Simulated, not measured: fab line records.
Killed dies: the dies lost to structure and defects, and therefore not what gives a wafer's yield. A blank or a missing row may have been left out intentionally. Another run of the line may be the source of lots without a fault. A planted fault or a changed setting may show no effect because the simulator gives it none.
fab line records ; flow sky130
[record] lots = 13; wafers = 39; lastDay = 50
route steps=708 shown VT_ADJUST_PCH@152 SONOS_ONO@181 LDD_P@261 LDD_HVN@274 PAD_OPEN@708
lots that met no fault: taken from a fault-free run of the same line
startH: the number of hours between the record's first day and the start of the first shown wafer of the lot ; waitH: hours from the lot's prior step to this one ; " identical to the entry in the row above ; L1.1+2: one row covering several wafers at once ; - no value present, or no start provided ; * or withheld: withheld ; < > ~ a bound
route shown NAME@n: names a module that has steps shown in the file, with the first one's number in the route ; usual: mean/standard deviation taken from wafers without a fault ; same: alike in all rows ; chamber/n: place in a boat ; sites: per-site readings ; _std_site: the values' standard deviation ; _edge_site: the outer-site mean with the inner-site mean subtracted ; radiusMm: for every site, how far away it sits from the centre of the wafer ; mask NAME#n: copy n ; behind: the last tool/chamber to shape the wafer ; hold: the reason the lot was held/the length of the hold in hours/how it ended ; device: which transistor (n, p or np) failed to switch ; end of line: the route-end tests of the same wafers ; a step given without rows: its recipe and nothing more ; killed: not the wafer's yield, but the dies lost to structure and defects at the first sort ; map: shows each die of a wafer: x if killed, . if not, _ if none is there
set.NAME: the setting the step ran with; set.NAME@STEP: the setting that earlier step ran with ; model.NAME: the simulator's own value behind a step, which no gauge read
the route's steps for a sample of lots (tables are steps, rows are wafers)
services: a tool's chamber out of use, with start hour (startH, from the record's first day; less than 0 if before it), hours out, and reason
[[steps]]
[step SKY_VT_ADJUST_PCH_STRIP_09]
[recipe] chemistry = O2/N2; powerW = 1400; pressureMtorr = 1500; platenTempC = withheld; o2FlowSccm = 3000; n2FlowSccm = 300; overashFraction = 0.5
[usual] drypumpMotorCurrentA = 5.9/0.37; oesProductAu = 0.723/0.0042; stripTimeToEndpointS = 36.91/0.1
lot.wafer;tool;chamber;startH;waitH;drypumpMotorCurrentA;oesProductAu;rfHoursCounterH;stripTimeToEndpointS
L375.2;plasmaAsher-04;1;224.22;0.1;6.2;0.732;40;36.83
L375.3;plasmaAsher-04;0;224.22;0.1;5.9;0.722;-;36.83
L375.6;plasmaAsher-04;1;224.22;0.1;6.2;0.722;-;36.82
L376.1;plasmaAsher-04;0;232.29;0.1;5.9;0.725;41;36.93
L376.3;plasmaAsher-04;0;232.29;0.1;5.9;0.720;-;36.96
L376.4;plasmaAsher-04;1;232.29;0.1;6.2;0.727;-;37.05
L377.1;plasmaAsher-02;1;241.60;0.1;4.9;0.724;55;36.81
L377.2;plasmaAsher-02;0;241.60;0.1;5.5;0.719;55;36.88
L377.5;plasmaAsher-02;0;241.60;0.1;5.5;0.726;-;36.85
L379.1;plasmaAsher-03;1;272.85;0.1;5.3;0.725;59;36.89
L379.2;plasmaAsher-03;0;272.85;0.1;5.5;0.729;59;36.92
L379.5;plasmaAsher-03;0;272.85;0.1;5.6;0.724;-;36.89
L383.1;plasmaAsher-04;0;285.67;0.1;5.8;0.724;46;36.83
L383.2;plasmaAsher-04;1;285.67;0.1;6.2;0.725;46;36.77
L383.5;plasmaAsher-04;1;285.67;0.1;6.2;0.720;-;36.85
L385.3;plasmaAsher-04;1;301.77;0.1;6.2;0.726;-;36.85
L385.4;plasmaAsher-04;0;301.77;0.1;5.9;0.718;-;36.91
L385.6;plasmaAsher-04;0;301.77;0.1;5.8;0.720;-;36.83
L384.1;plasmaAsher-04;1;305.60;0.1;6.2;0.717;48;37.06
L384.3;plasmaAsher-04;0;305.60;0.1;5.9;0.724;-;36.97
L384.5;plasmaAsher-04;0;305.60;0.1;5.8;0.722;-;36.94
L387.1;plasmaAsher-04;0;312.35;0.1;5.8;0.723;49;36.95
L387.2;plasmaAsher-04;1;312.35;0.1;6.2;0.721;49;36.89
L387.3;plasmaAsher-04;1;312.35;0.1;6.2;0.728;-;36.82
L392.1;plasmaAsher-04;0;358.37;0.1;5.9;0.722;55;36.79
L392.3;plasmaAsher-04;1;358.37;0.1;6.2;0.722;-;36.83
L392.5;plasmaAsher-04;1;358.37;0.1;6.2;0.723;-;36.87
L393.2;plasmaAsher-04;0;361.10;0.1;5.8;0.728;55;36.98
L393.4;plasmaAsher-04;0;361.10;0.1;5.8;0.730;-;36.84
L393.5;plasmaAsher-04;1;361.10;0.1;6.2;0.721;-;37.01
L394.1;plasmaAsher-04;1;373.10;0.1;6.2;0.728;57;36.92
L394.2;plasmaAsher-04;0;373.10;0.1;5.9;0.721;57;37.00
L394.3;plasmaAsher-04;1;373.10;0.1;6.2;0.712;-;36.88
L397.1;plasmaAsher-04;0;390.85;0.1;5.9;0.725;59;36.98
L397.3;plasmaAsher-04;0;390.85;0.1;5.9;0.719;-;37.01
L397.5;plasmaAsher-04;0;390.85;0.1;5.9;0.719;-;37.14
L398.1;plasmaAsher-04;1;405.50;0.1;6.2;0.717;61;37.00
L398.3;plasmaAsher-04;1;405.50;0.1;6.2;0.725;-;37.13
L398.4;plasmaAsher-04;0;405.50;0.1;5.9;0.722;-;37.08
[step SKY_SONOS_ONO_CD_MEAS_13]
[recipe] targetCdNm = 410
[usual] cdNm = 410.4/2.3
lot.wafer;tool;chamber;startH;waitH;cdNm
L375.2;cdSem-01;-;277.03;0.1;407.9
L375.3;cdSem-01;-;277.03;0.1;410.2
L375.6;cdSem-01;-;277.03;0.1;409.3
L376.1;cdSem-02;-;286.57;0.1;407.6
L376.3;cdSem-02;-;286.57;0.1;408.4
L376.4;cdSem-02;-;286.57;0.1;408.8
L377.1;cdSem-02;-;292.86;0.1;409.5
L377.2;cdSem-02;-;292.86;0.1;408.9
L377.5;cdSem-02;-;292.86;0.1;408.8
L379.1;cdSem-02;-;328.11;0.1;408.1
L379.2;cdSem-02;-;328.11;0.1;408.3
L379.5;cdSem-02;-;328.11;0.1;408.8
L383.1;cdSem-02;-;360.17;0.1;409.4
L383.2;cdSem-02;-;360.17;0.1;408.6
L383.5;cdSem-02;-;360.17;0.1;408.8
L385.3;cdSem-01;-;360.51;0.1;413.7
L385.4;cdSem-01;-;360.51;0.1;409.7
L385.6;cdSem-01;-;360.51;0.1;409.4
L384.1;cdSem-01;-;366.82;0.1;412.2
L384.3;cdSem-01;-;366.82;0.1;410.3
L384.5;cdSem-01;-;366.82;0.1;409.2
L387.1;cdSem-01;-;371.26;0.1;411.1
L387.2;cdSem-01;-;371.26;0.1;412.1
L387.3;cdSem-01;-;371.26;0.1;412.3
L392.1;cdSem-02;-;421.31;0.1;410.9
L392.3;cdSem-02;-;421.31;0.1;413.1
L392.5;cdSem-02;-;421.31;0.1;410.6
L393.2;cdSem-01;-;423.86;0.1;407.8
L393.4;cdSem-01;-;423.86;0.1;408.1
L393.5;cdSem-01;-;423.86;0.1;408.0
L394.1;cdSem-01;-;438.34;0.1;411.1
L394.2;cdSem-01;-;438.34;0.1;411.6
L394.3;cdSem-01;-;438.34;0.1;411.4
L397.1;cdSem-02;-;485.92;0.1;417.1
L397.3;cdSem-02;-;485.92;0.1;416.5
L397.5;cdSem-02;-;485.92;0.1;416.0
L398.1;cdSem-01;-;486.22;0.1;411.6
L398.3;cdSem-01;-;486.22;0.1;409.9
L398.4;cdSem-01;-;486.22;0.1;410.0
[step SKY_LDD_P_DEVELOP_06]
[recipe] resist = NOVOLAK; developer = TMAH; developTimeS = 60; devTempC = 23
[usual] exhaustPa = 45.1/1
lot.wafer;tool;chamber;startH;waitH;exhaustPa
L375.2;lithoTrack-01;0;432.13;0.1;47.2
L375.3;lithoTrack-01;0;432.13;0.1;45.8
L375.6;lithoTrack-01;0;432.13;0.1;46.2
L376.1;lithoTrack-03;0;436.87;0.1;45.4
L376.3;lithoTrack-03;0;436.87;0.1;46.1
L376.4;lithoTrack-03;0;436.87;0.1;45.7
L377.1;lithoTrack-01;0;440.25;0.1;44.6
L377.2;lithoTrack-01;0;440.25;0.1;44.6
L377.5;lithoTrack-01;0;440.25;0.1;44.6
L379.1;lithoTrack-03;0;480.97;0.1;45.6
L379.2;lithoTrack-03;0;480.97;0.1;46.3
L379.5;lithoTrack-03;0;480.97;0.1;45.1
L383.1;lithoTrack-03;0;551.52;0.1;44.6
L383.2;lithoTrack-03;0;551.52;0.1;44.7
L383.5;lithoTrack-03;0;551.52;0.1;45.3
L385.3;lithoTrack-03;0;552.47;0.1;45.4
L385.4;lithoTrack-03;0;552.47;0.1;45.3
L385.6;lithoTrack-03;0;552.47;0.1;44.5
L387.1;lithoTrack-03;0;553.37;0.1;46.3
L387.2;lithoTrack-03;0;553.37;0.1;44.9
L387.3;lithoTrack-03;0;553.37;0.1;44.2
L384.1;lithoTrack-02;0;554.49;0.1;45.1
L384.3;lithoTrack-02;0;554.49;0.1;43.7
L384.5;lithoTrack-02;0;554.49;0.1;44.5
L392.1;lithoTrack-03;0;579.67;0.1;47.5
L392.3;lithoTrack-03;0;579.67;0.1;46.0
L392.5;lithoTrack-03;0;579.67;0.1;46.3
L393.2;lithoTrack-01;0;582.53;0.1;44.6
L393.4;lithoTrack-01;0;582.53;0.1;43.8
L393.5;lithoTrack-01;0;582.53;0.1;43.9
L394.1;lithoTrack-02;0;595.44;0.1;42.3
L394.2;lithoTrack-02;0;595.44;0.1;42.7
L394.3;lithoTrack-02;0;595.44;0.1;42.9
L398.1;lithoTrack-02;0;644.64;0.1;43.6
L398.3;lithoTrack-02;0;644.64;0.1;44.8
L398.4;lithoTrack-02;0;644.64;0.1;45.0
L397.1;lithoTrack-02;0;644.94;0.1;45.4
L397.3;lithoTrack-02;0;644.94;0.1;44.6
L397.5;lithoTrack-02;0;644.94;0.1;45.7
[step SKY_LDD_P_CD_MEAS_07]
[recipe] targetCdNm = 380
[usual] cdNm = 379.8/2.5
lot.wafer;tool;chamber;startH;waitH;hold;cdNm
L375.2;cdSem-02;-;432.27;0.1;-;378.3
L375.3;cdSem-02;-;432.27;0.1;-;380.0
L375.6;cdSem-02;-;432.27;0.1;-;377.5
L376.1;cdSem-01;-;437.02;0.1;-;384.7
L376.3;cdSem-01;-;437.02;0.1;-;385.3
L376.4;cdSem-01;-;437.02;0.1;-;383.5
L377.1;cdSem-01;-;440.40;0.1;-;378.9
L377.2;cdSem-01;-;440.40;0.1;-;381.3
L377.5;cdSem-01;-;440.40;0.1;-;375.1
L379.1;cdSem-02;-;481.12;0.1;-;381.1
L379.2;cdSem-02;-;481.12;0.1;-;380.5
L379.5;cdSem-02;-;481.12;0.1;-;380.6
L383.1;cdSem-02;-;551.67;0.1;-;377.6
L383.2;cdSem-02;-;551.67;0.1;-;380.2
L383.5;cdSem-02;-;551.67;0.1;-;379.2
L385.3;cdSem-02;-;552.61;0.1;-;376.5
L385.4;cdSem-02;-;552.61;0.1;-;376.5
L385.6;cdSem-02;-;552.61;0.1;-;375.5
L387.1;cdSem-01;-;553.52;0.1;awaitDispo/0.2h/release;367.9
L387.2;cdSem-01;-;553.52;0.1;awaitDispo/0.2h/release;367.7
L387.3;cdSem-01;-;553.52;0.1;awaitDispo/0.2h/release;367.5
L387.1;cdSem-01;-;553.80;0.3;-;368.2
L387.2;cdSem-01;-;553.80;0.3;-;367.9
L387.3;cdSem-01;-;553.80;0.3;-;367.6
L384.1;cdSem-02;-;554.64;0.1;-;374.7
L384.3;cdSem-02;-;554.64;0.1;-;379.3
L384.5;cdSem-02;-;554.64;0.1;-;377.5
L392.1;cdSem-01;-;579.82;0.1;-;370.8
L392.3;cdSem-01;-;579.82;0.1;-;371.5
L392.5;cdSem-01;-;579.82;0.1;-;370.7
L393.2;cdSem-02;-;582.67;0.1;-;379.8
L393.4;cdSem-02;-;582.67;0.1;-;378.9
L393.5;cdSem-02;-;582.67;0.1;-;380.2
L394.1;cdSem-02;-;595.59;0.1;-;379.6
L394.2;cdSem-02;-;595.59;0.1;-;380.4
L394.3;cdSem-02;-;595.59;0.1;-;382.7
L398.1;cdSem-02;-;644.79;0.1;-;382.1
L398.3;cdSem-02;-;644.79;0.1;-;383.0
L398.4;cdSem-02;-;644.79;0.1;-;380.9
L397.1;cdSem-02;-;645.09;0.1;-;382.5
L397.3;cdSem-02;-;645.09;0.1;-;382.3
L397.5;cdSem-02;-;645.09;0.1;-;381.0
[step SKY_LDD_HVN_OVL_MEAS_07]
[usual] LDD_HVN_OVL = 0.6/1.4
lot.wafer;tool;chamber;startH;waitH;LDD_HVN_OVL[nm]
L375.2;overlay-01;-;460.46;0.1;0.5
L375.3;overlay-01;-;460.46;0.1;2.8
L375.6;overlay-01;-;460.46;0.1;1.2
L376.1;overlay-01;-;464.36;0.1;3.5
L376.3;overlay-01;-;464.36;0.1;0.9
L376.4;overlay-01;-;464.36;0.1;1.7
L377.1;overlay-02;-;466.84;0.1;0.7
L377.2;overlay-02;-;466.84;0.1;1.0
L377.5;overlay-02;-;466.84;0.1;0.1
L379.1;overlay-02;-;512.10;0.1;0.8
L379.2;overlay-02;-;512.10;0.1;-0.4
L379.5;overlay-02;-;512.10;0.1;0.3
L383.1;overlay-02;-;581.46;0.1;0.9
L383.2;overlay-02;-;581.46;0.1;1.8
L383.5;overlay-02;-;581.46;0.1;1.6
L385.3;overlay-02;-;582.20;0.1;0.2
L385.4;overlay-02;-;582.20;0.1;0.7
L385.6;overlay-02;-;582.20;0.1;3.7
L387.1;overlay-02;-;583.69;0.1;0.1
L387.2;overlay-02;-;583.69;0.1;0.5
L387.3;overlay-02;-;583.69;0.1;0.5
L384.1;overlay-01;-;584.56;0.1;0.2
L384.3;overlay-01;-;584.56;0.1;1.5
L384.5;overlay-01;-;584.56;0.1;-1.5
L392.1;overlay-01;-;608.91;0.1;3.7
L392.3;overlay-01;-;608.91;0.1;2.1
L392.5;overlay-01;-;608.91;0.1;1.6
L393.2;overlay-02;-;612.12;0.1;1.1
L393.4;overlay-02;-;612.12;0.1;2.3
L393.5;overlay-02;-;612.12;0.1;1.0
L394.1;overlay-01;-;624.05;0.1;-1.6
L394.2;overlay-01;-;624.05;0.1;-1.1
L394.3;overlay-01;-;624.05;0.1;-1.9
L398.1;overlay-01;-;672.91;0.1;0.9
L398.3;overlay-01;-;672.91;0.1;-1.2
L398.4;overlay-01;-;672.91;0.1;2.5
L397.1;overlay-02;-;673.30;0.1;2.3
L397.3;overlay-02;-;673.30;0.1;0.1
L397.5;overlay-02;-;673.30;0.1;2.2
[step SKY_PAD_OPEN_PROBE_99]
[usual] killed_at_M0_to_M3 = 43/7.3; killed_at_M4_up = 3.5/2.2; killedAtContacts = 24/5.3; killedAtFrontEnd = 15/4.2; killedAtOther = 0.3/0.67; killedDies = 86/9.8; killedOpen = 47/7.2; killedShort = 39/6.5
[same] grossDies = 492; killedAtBackSide = 0
lot.wafer;tool;chamber;startH;waitH;killed_at_M0_to_M3;killed_at_M4_up;killedAtContacts;killedAtFrontEnd;killedAtOther;killedDies;killedOpen;killedShort
L375.2;prober-01;-;1072.65;0.1;36;4;31;17;0;88;45;43
L375.3;prober-01;-;1072.70;0.2;45;2;36;17;0;100;60;40
L375.6;prober-01;-;1072.85;0.2;46;4;36;16;1;103;56;47
L387.1;prober-02;-;1160.11;0.1;31;1;27;20;2;81;41;40
L387.2;prober-02;-;1160.16;0.1;47;3;15;16;0;81;35;45
L387.3;prober-02;-;1160.21;0.2;42;2;20;19;1;84;53;31
// killed by level:class
L375.2 CONTACT:geometricParticle:open=8 LI_CONTACT:geometricParticle:open=7 METAL1:geometricParticle:short=7 VIA1:geometricParticle:open=7 VIA3:geometricParticle:open=7 FIELD_ISO:geometricParticle:short=6 LOCAL_INTERCONNECT:geometricParticle:short=6 CONTACT:geometricParticle:short=6
L375.3 LI_CONTACT:geometricParticle:open=17 VIA3:geometricParticle:open=10 CONTACT:geometricParticle:open=9 METAL2:geometricParticle:short=7 VIA1:geometricParticle:open=6 VIA1:geometricParticle:short=6 FIELD_ISO:geometricParticle:open=5 CONTACT:geometricParticle:short=5
L375.6 VIA1:geometricParticle:open=12 LI_CONTACT:geometricParticle:open=11 CONTACT:geometricParticle:open=10 CONTACT:geometricParticle:short=10 METAL2:geometricParticle:short=8 FIELD_ISO:geometricParticle:short=6 VIA3:geometricParticle:open=6 VIA1:geometricParticle:short=5
L387.1 CONTACT:geometricParticle:open=11 POLY_GATE:geometricParticle:open=7 VIA1:geometricParticle:open=7 FIELD_ISO:geometricParticle:short=5 CONTACT:geometricParticle:short=5 POLY_GATE:geometricParticle:short=4 VIA1:geometricParticle:short=4 METAL2:geometricParticle:short=4
L387.2 METAL2:geometricParticle:short=12 METAL1:geometricParticle:short=8 VIA1:geometricParticle:open=7 VIA3:geometricParticle:open=6 FIELD_ISO:geometricParticle:open=5 VIA3:geometricParticle:short=5 METAL1:geometricParticle:open=5 LI_CONTACT:geometricParticle:short=4
L387.3 LI_CONTACT:geometricParticle:open=9 VIA2:geometricParticle:open=9 FIELD_ISO:geometricParticle:open=8 VIA3:geometricParticle:open=6 CONTACT:geometricParticle:open=6 METAL1:geometricParticle:short=6 METAL2:geometricParticle:short=6 VIA1:geometricParticle:open=5
[[services]]
tool;chamber;startH;hours;kind
plasmaAsher-02;-;305.27;8.1;repair
plasmaAsher-03;-;321.34;79.3;repair
plasmaAsher-02;-;372.68;1.0;repair
plasmaAsher-03;-;386.16;2.4;repair
plasmaAsher-03;-;412.70;9.3;repair
plasmaAsher-02;-;421.25;9.0;pm
plasmaAsher-02;0;421.25;9.0;ventCycle
plasmaAsher-02;1;421.25;9.0;ventCycle
plasmaAsher-02;0;430.25;-;clean
plasmaAsher-02;1;430.25;-;clean
plasmaAsher-04;-;430.45;1.8;repair
plasmaAsher-03;-;432.30;28.1;pm
plasmaAsher-03;-;472.60;0.9;repair
plasmaAsher-03;-;476.25;3.1;repair
plasmaAsher-02;-;481.33;0.7;repair
plasmaAsher-03;-;486.35;1.4;repair
plasmaAsher-02;-;532.27;2.8;pm
plasmaAsher-03;-;549.62;2.8;pm
[[key]]
[firstSign] step = SKY_LDD_P_CD_MEAS_07; reading = visit; direction = added; through = controlLoop
[effect] step = SKY_LDD_P_CD_MEAS_07; reading = cdNm; direction = down; sigmas = 4.1; usual = 379.8; struck = 369.4; through = controlLoop
metAt SKY_LDD_P_DEVELOP_06
struckLots L387,L392
testerLeftOut L387,L392
[loopTrim] step = SKY_LDD_P_EXPOSE_04; setting = dose; lots = L392
notActingAt SKY_VT_ADJUST_PCH_STRIP_09,SKY_SONOS_ONO_CD_MEAS_13,SKY_LDD_HVN_OVL_MEAS_07
onsetBetween 552.47 553.37
[fault] kind = processParameterDrift; tool = lithoTrack-03; chamber = -; onsetH = 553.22; steps = SKY_LDD_P_DEVELOP_06; channel = developTimeS; offset = *; shape = step; endH = 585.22; actsIn = *; stated = *
// testerLeftOut: of these lots the tester's yield and bins aren't shown, on N5 and GAA mostly nor the transistor test; their killed dies are dies lost to structure and defects alone, not to doping, threshold or leakage, so they don't give the yield
// loopTrim: a control loop set the setting to another value than it would have without faults
